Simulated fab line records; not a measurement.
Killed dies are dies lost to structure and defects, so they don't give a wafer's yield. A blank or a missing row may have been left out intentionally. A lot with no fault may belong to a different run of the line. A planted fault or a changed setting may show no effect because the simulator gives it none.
Which of the tools did it? -- flow sky130 -- 72 wafers from 24 lots sampled at 5 of the route's 708 steps

## WHAT THE GAUGES READ, wafer by wafer
SKY_VIA4_THK_MEAS_01.
lot,measured,on,VIA4_HDPCVD_THK (nm)
L075,day 42 06:07,film-metro-03,1743 1746 1763
L074,day 42 07:46,film-metro-03,1763 1776 1763
L076,day 42 16:08,film-metro-04,1759 1774 1758
L077,day 42 18:52,film-metro-04,1765 1768 1762
L078,day 43 00:10,film-metro-04,1776 1769 1782
L079,day 44 08:43,film-metro-03,1739 1710 1749
L081,day 44 10:23,film-metro-04,1721 1744 1760
L080,day 44 13:14,film-metro-03,1746 1748 1725
L084,day 45 11:26,film-metro-03,1735 1718 1733
L083,day 45 13:17,film-metro-04,1742 1737 1739
L082,day 45 16:34,film-metro-03,1739 1744 1736
L086,day 46 02:02,film-metro-04,1780 1754 1759
L085,day 46 08:04,film-metro-04,1772 1748 1759
L087,day 46 12:48,film-metro-01,1743 1768 1747
L088,day 46 15:40,film-metro-03,1747 1748 1752
L090,day 46 20:47,film-metro-04,1762 1772 1767
L089,day 47 00:00,film-metro-03,1733 1716 1725
L092,day 47 00:46,film-metro-03,1747 1757 1759
L091,day 47 05:58,film-metro-04,1745 1767 1756
L094,day 47 09:46,film-metro-03,1727 1760 1729
L093,day 47 12:53,film-metro-04,1741 1758 1736
L096,day 47 16:47,film-metro-04,1768 1747 1748
L095,day 47 19:15,film-metro-03,1719 1715 1730
L097,day 48 00:31,film-metro-03,1760 1741 1737

## WHICH TOOL RAN EACH LOT (tool, then ch and the chambers of the sampled wafers, then the start)
lot,SKY_CAPM_SPUTTER_02,SKY_METAL4_SPUTTER_01,SKY_METAL4_METAL_ETCH_18,SKY_METAL4_STRIP_19
L075,"pvd-sputter-04, day 36 19:55","pvd-sputter-03, day 40 04:50","rie-metal-02 ch 0,1, day 42 05:05","plasma-asher-02 ch 0,1, day 42 05:16"
L074,"pvd-sputter-03, day 36 20:38","pvd-sputter-01, day 40 06:05","rie-metal-02 ch 0,1, day 42 06:40","plasma-asher-02 ch 0,1, day 42 06:50"
L076,"pvd-sputter-03, day 37 07:04","pvd-sputter-03, day 40 14:47","rie-metal-01 ch 0,1, day 42 15:11","plasma-asher-02 ch 0,1, day 42 15:22"
L077,"pvd-sputter-04, day 37 09:05","pvd-sputter-01, day 40 17:47","rie-metal-02 ch 0,1, day 42 17:55","plasma-asher-04 ch 0,1, day 42 18:05"
L078,"pvd-sputter-02, day 37 14:53","pvd-sputter-04, day 40 22:53","rie-metal-02 ch 0,1, day 42 23:06","plasma-asher-01 ch 0,1, day 42 23:17"
L079,"pvd-sputter-04, day 39 04:36","pvd-sputter-03, day 42 08:38","rie-metal-03 ch 1, day 44 07:32","plasma-asher-02 ch 0,1, day 44 07:53"
L081,"pvd-sputter-04, day 39 05:57","pvd-sputter-04, day 42 09:45","rie-metal-01 ch 0,1, day 44 09:24","plasma-asher-01 ch 0,1, day 44 09:35"
L080,"pvd-sputter-04, day 39 08:34","pvd-sputter-04, day 42 13:22","rie-metal-01 ch 0,1, day 44 12:19","plasma-asher-04 ch 0,1, day 44 12:29"
L084,"pvd-sputter-03, day 40 11:56","pvd-sputter-01, day 43 14:16","rie-metal-03 ch 0,1, day 45 10:26","plasma-asher-02 ch 0,1, day 45 10:37"
L083,"pvd-sputter-03, day 40 13:14","pvd-sputter-04, day 43 14:56","rie-metal-01 ch 1, day 45 12:02","plasma-asher-02 ch 0,1, day 45 12:23"
L082,"pvd-sputter-04, day 40 15:55","pvd-sputter-04, day 43 18:02","rie-metal-01 ch 1, day 45 15:27","plasma-asher-04 ch 1, day 45 15:44"
L086,"pvd-sputter-02, day 41 03:17","pvd-sputter-03, day 44 04:29","rie-metal-01 ch 0,1, day 46 01:02","plasma-asher-04 ch 1, day 46 01:13"
L085,"pvd-sputter-04, day 41 10:11","pvd-sputter-01, day 44 11:24","rie-metal-02 ch 0,1, day 46 07:07","plasma-asher-02 ch 0,1, day 46 07:16"
L087,"pvd-sputter-03, day 41 14:35","pvd-sputter-01, day 44 16:34","rie-metal-02 ch 0,1, day 46 11:50","plasma-asher-04 ch 0,1, day 46 12:01"
L088,"pvd-sputter-03, day 41 17:32","pvd-sputter-01, day 44 18:48","rie-metal-01 ch 0,1, day 46 14:43","plasma-asher-02 ch 0,1, day 46 14:53"
L090,"pvd-sputter-04, day 41 23:30","pvd-sputter-01, day 45 00:23","rie-metal-03 ch 0,1, day 46 19:52","plasma-asher-01 ch 0,1, day 46 20:02"
L089,"pvd-sputter-04, day 42 02:51","pvd-sputter-04, day 45 03:09","rie-metal-03 ch 0,1, day 46 22:55","plasma-asher-01 ch 0,1, day 46 23:05"
L092,"pvd-sputter-02, day 42 04:59","pvd-sputter-03, day 45 04:44","rie-metal-02 ch 0,1, day 46 23:41","plasma-asher-02 ch 0,1, day 46 23:52"
L091,"pvd-sputter-02, day 42 09:42","pvd-sputter-04, day 45 10:05","rie-metal-01 ch 0,1, day 47 05:01","plasma-asher-01 ch 0,1, day 47 05:11"
L094,"pvd-sputter-03, day 42 16:11","pvd-sputter-04, day 45 14:07","rie-metal-02 ch 1, day 47 08:39","plasma-asher-02 ch 0,1, day 47 08:56"
L093,"pvd-sputter-03, day 42 19:01","pvd-sputter-01, day 45 18:00","rie-metal-03 ch 0,1, day 47 11:58","plasma-asher-01 ch 0,1, day 47 12:08"
L096,"pvd-sputter-04, day 42 22:22","pvd-sputter-01, day 45 20:42","rie-metal-01 ch 0,1, day 47 15:50","plasma-asher-02 ch 0,1, day 47 15:59"
L095,"pvd-sputter-02, day 43 02:26","pvd-sputter-03, day 46 00:18","rie-metal-02 ch 1, day 47 18:10","plasma-asher-01 ch 0,1, day 47 18:28"
L097,"pvd-sputter-03, day 43 07:33","pvd-sputter-03, day 46 06:41","rie-metal-02 ch 1, day 47 23:23","plasma-asher-01 ch 0,1, day 47 23:44"
- SKY_CAPM_SPUTTER_02: material TiN, target thk 200 nm, time 166.7 s.
- SKY_METAL4_SPUTTER_01: material TiN, target thk 20 nm, time 16.7 s.
- SKY_METAL4_METAL_ETCH_18: etches the open film in Cl2/BCl3, stops on SiO2, target depth 845 nm, time 183.1 s.
- SKY_METAL4_STRIP_19: strips in O2/N2.

## WHAT THE TOOLS THEMSELVES READ (means of the sampled wafers that have a number; where no wafer has one, the mark that the record gives instead)
SKY_CAPM_SPUTTER_02.
lot,tool,chamber-pressure-pa (Pa),throttle-valve-pct (%)
L075,pvd-sputter-04,0.4064,30.7
L074,pvd-sputter-03,0.4071,29.8
L076,pvd-sputter-03,0.4073,29.4
L077,pvd-sputter-04,0.4064,30.8
L078,pvd-sputter-02,0.4062,30.6
L079,pvd-sputter-04,0.4061,31.0
L081,pvd-sputter-04,0.4065,30.7
L080,pvd-sputter-04,0.4063,30.9
L084,pvd-sputter-03,0.4060,30.0
L083,pvd-sputter-03,0.4067,30.0
L082,pvd-sputter-04,0.4071,30.9
L086,pvd-sputter-02,0.4067,30.3
L085,pvd-sputter-04,0.4058,30.8
L087,pvd-sputter-03,0.4066,30.1
L088,pvd-sputter-03,0.4064,29.1
L090,pvd-sputter-04,0.4076,30.9
L089,pvd-sputter-04,0.4068,30.6
L092,pvd-sputter-02,0.4068,30.6
L091,pvd-sputter-02,0.4068,30.6
L094,pvd-sputter-03,0.4072,30.7
L093,pvd-sputter-03,0.4073,30.0
L096,pvd-sputter-04,0.4063,30.7
L095,pvd-sputter-02,0.4072,29.6
L097,pvd-sputter-03,0.4070,29.1

SKY_METAL4_SPUTTER_01.
lot,tool,chamber-pressure-pa (Pa),throttle-valve-pct (%)
L075,pvd-sputter-03,0.3999,30.2
L074,pvd-sputter-01,0.3998,29.4
L076,pvd-sputter-03,0.4003,29.2
L077,pvd-sputter-01,0.3995,29.7
L078,pvd-sputter-04,0.4003,31.0
L079,pvd-sputter-03,0.3992,29.6
L081,pvd-sputter-04,0.3994,31.1
L080,pvd-sputter-04,0.3994,31.0
L084,pvd-sputter-01,0.3995,29.4
L083,pvd-sputter-04,0.3999,30.9
L082,pvd-sputter-04,0.4005,30.9
L086,pvd-sputter-03,0.3999,29.9
L085,pvd-sputter-01,0.4009,29.8
L087,pvd-sputter-01,0.4002,29.8
L088,pvd-sputter-01,0.3992,29.9
L090,pvd-sputter-01,0.3996,29.9
L089,pvd-sputter-04,0.4000,30.8
L092,pvd-sputter-03,0.4003,29.7
L091,pvd-sputter-04,0.4006,30.9
L094,pvd-sputter-04,0.4001,31.0
L093,pvd-sputter-01,0.4008,29.3
L096,pvd-sputter-01,0.4008,29.5
L095,pvd-sputter-03,0.4002,28.9
L097,pvd-sputter-03,0.4006,30.0

SKY_METAL4_METAL_ETCH_18.
lot,tool,bias-w (W),chamber-pressure-mTorr (mTorr),drypump-motor-current-A (A),oes-product-au (a.u.),throttle-valve-pct (%)
L075,rie-metal-02,48.51,10.003,5.83,0.868,22.271
L074,rie-metal-02,48.52,9.997,5.88,0.866,22.263
L076,rie-metal-01,48.57,10.002,5.63,0.869,22.269
L077,rie-metal-02,48.57,9.993,5.85,0.853,22.264
L078,rie-metal-02,48.46,10.004,5.89,0.875,22.275
L079,rie-metal-03,48.53,9.999,5.57,0.869,22.254
L081,rie-metal-01,48.60,9.996,5.64,0.865,22.262
L080,rie-metal-01,48.59,10.001,5.85,0.870,22.259
L084,rie-metal-03,48.49,10.002,5.38,0.864,22.271
L083,rie-metal-01,48.48,10.006,5.42,0.865,22.254
L082,rie-metal-01,48.62,9.998,5.43,0.873,22.262
L086,rie-metal-01,48.54,9.997,5.63,0.872,22.263
L085,rie-metal-02,48.58,10.007,5.84,0.869,22.258
L087,rie-metal-02,48.54,10.006,5.86,0.857,22.270
L088,rie-metal-01,48.38,9.995,5.85,0.866,22.263
L090,rie-metal-03,48.42,10.010,5.39,0.859,22.261
L089,rie-metal-03,48.58,9.995,5.39,0.869,22.272
L092,rie-metal-02,48.40,9.994,5.88,0.862,22.258
L091,rie-metal-01,48.55,10.000,5.85,0.868,22.259
L094,rie-metal-02,48.40,10.007,5.80,0.862,22.264
L093,rie-metal-03,48.49,10.000,5.21,0.869,22.265
L096,rie-metal-01,48.43,10.002,5.64,0.857,22.263
L095,rie-metal-02,48.41,9.993,5.83,0.864,22.261
L097,rie-metal-02,48.54,9.994,5.82,0.874,22.259

SKY_METAL4_STRIP_19.
lot,tool,chamber-pressure-mTorr (mTorr),drypump-motor-current-A (A),n2-flow-sccm (sccm),oes-product-au (a.u.),strip-time-to-endpoint-s (s)
L075,plasma-asher-02,1500.6,5.8,300.0,0.503,6.53
L074,plasma-asher-02,1500.0,5.5,300.5,0.497,6.46
L076,plasma-asher-02,1500.0,5.5,300.6,0.504,6.53
L077,plasma-asher-04,1500.5,5.4,300.3,0.500,6.45
L078,plasma-asher-01,1499.0,5.4,300.1,0.497,6.50
L079,plasma-asher-02,1500.9,5.5,299.7,0.503,6.65
L081,plasma-asher-01,1500.5,5.2,300.5,0.501,6.45
L080,plasma-asher-04,1499.8,5.6,299.9,0.503,6.55
L084,plasma-asher-02,1498.8,5.8,299.7,0.501,6.55
L083,plasma-asher-02,1499.6,5.5,301.2,0.498,6.47
L082,plasma-asher-04,1500.7,5.2,299.5,0.501,6.51
L086,plasma-asher-04,1498.5,5.2,299.8,0.496,6.44
L085,plasma-asher-02,1499.4,5.8,299.6,0.503,6.55
L087,plasma-asher-04,1499.5,5.6,300.0,0.501,6.52
L088,plasma-asher-02,1500.5,5.8,301.0,0.505,6.50
L090,plasma-asher-01,1500.2,5.2,301.1,0.508,6.57
L089,plasma-asher-01,1499.5,5.4,301.1,0.504,6.53
L092,plasma-asher-02,1500.2,5.8,300.2,0.505,6.50
L091,plasma-asher-01,1500.0,5.4,300.3,0.500,6.46
L094,plasma-asher-02,1501.7,5.8,300.5,0.507,6.46
L093,plasma-asher-01,1500.7,5.4,299.3,0.500,6.52
L096,plasma-asher-02,1499.7,5.8,301.3,0.499,6.46
L095,plasma-asher-01,1499.8,5.4,299.2,0.499,6.47
L097,plasma-asher-01,1499.6,5.2,299.8,0.507,6.58

## THE ANSWER, worked out from the rows above alone
Rule: the lots themselves supply what counts as usual. Put in order of their means at a reading, lots are off if they are a third of the lots or fewer, leave a main group of 4 or more, and stand apart from it by a gap of 3 or more times the standard deviation of the main group's means; of several such gaps the widest counts. If all means in a main group match to the digits the tables above print for the reading, that group is not used. A lot without any number at a reading at which 4 lots or more have one is off too. Any other lot the step has rows for is counted as sound. Order of review: gauges by route order, followed by the tools' own readings, for which a lot's mean as printed above is used. At the first step where some lot is off, the reading lying furthest off is the one used; lots without a number count as furthest.
No lot is off at any reading shown: from this, nothing can be told.

## WHAT HAD BEEN PUT IN BY THE SIMULATOR
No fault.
